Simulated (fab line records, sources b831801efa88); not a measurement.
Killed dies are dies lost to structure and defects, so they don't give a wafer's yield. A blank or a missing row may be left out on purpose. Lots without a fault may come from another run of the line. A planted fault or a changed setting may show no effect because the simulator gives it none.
Chamber matching | flow sky130 | SKY_VIA2_CMP_02 on cmp-01: 4 sister chambers
The step polishes SiO2. 16 wafers are shown with their chamber, then 8 later ones without.

WAFERS WITH THEIR CHAMBER
wafer  | chamber | motor_current_A (A) | edge_zone_pressure_frac
L753.2 | 3       | 14.4                | 1.009
L753.4 | 2       | 13.4                | 1.005
L753.5 | 3       | 14.2                | 1.000
L758.3 | 2       | 13.5                | 1.007
L758.4 | 1       | 12.0                | 1.005
L758.5 | 0       | 11.3                | 1.007
L759.1 | 1       | 12.0                | 0.999
L759.2 | 3       | 14.1                | 0.998
L759.5 | 1       | 12.7                | 1.001
L760.2 | 3       | 14.4                | 0.998
L760.3 | 1       | 12.2                | 1.005
L760.6 | 3       | 14.1                | 1.002
L762.1 | 1       | 12.0                | 0.999
L762.3 | 3       | 13.7                | 1.001
L762.4 | 0       | 11.0                | 1.003
L773.2 | 2       | 11.9                | 1.000

SIGNATURES (means of the wafers above)
reading                 | chamber 0 | chamber 1 | chamber 2 | chamber 3 | scatter within a chamber
motor_current_A         | 11.150    | 12.180    | 12.933    | 14.150    | 0.443
edge_zone_pressure_frac | 1.00500   | 1.00180   | 1.00400   | 1.00133   | 0.00358
Rule: a wafer's distance from a chamber is the root of the sum, over the readings, of the square of ((its reading less the chamber's mean) divided by the reading's scatter). The wafer belongs to the nearest chamber; if the next one is less than 2 further off, it can't be placed. The scatter: the root of (the sum of the squares of (reading less its chamber's mean) over the shown wafers, divided by (wafers less chambers)).

WAFERS WITHOUT THEIR CHAMBER
wafer  | motor_current_A (A) | edge_zone_pressure_frac
L773.5 | 14.3                | 0.999
L773.6 | 12.7                | 1.002
L775.3 | 10.6                | 1.008
L775.4 | 14.6                | 0.999
L775.5 | 14.5                | 0.999
L776.1 | 13.9                | 1.002
L776.3 | 11.3                | 1.006
L776.4 | 13.0                | 1.002

WHICH CHAMBER EACH WENT THROUGH
wafer  | from the rows above     | in truth
L773.5 | 3                       | 3
L773.6 | can't be placed: 2 or 1 | 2
L775.3 | 0                       | 0
L775.4 | 3                       | 3
L775.5 | 3                       | 3
L776.1 | can't be placed: 3 or 2 | 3
L776.3 | can't be placed: 0 or 1 | 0
L776.4 | can't be placed: 2 or 1 | 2
Placed correctly: 4 of 8. Can't be placed from these rows: 4 (the true chamber is among the candidates in 4). Placed wrongly: 0.
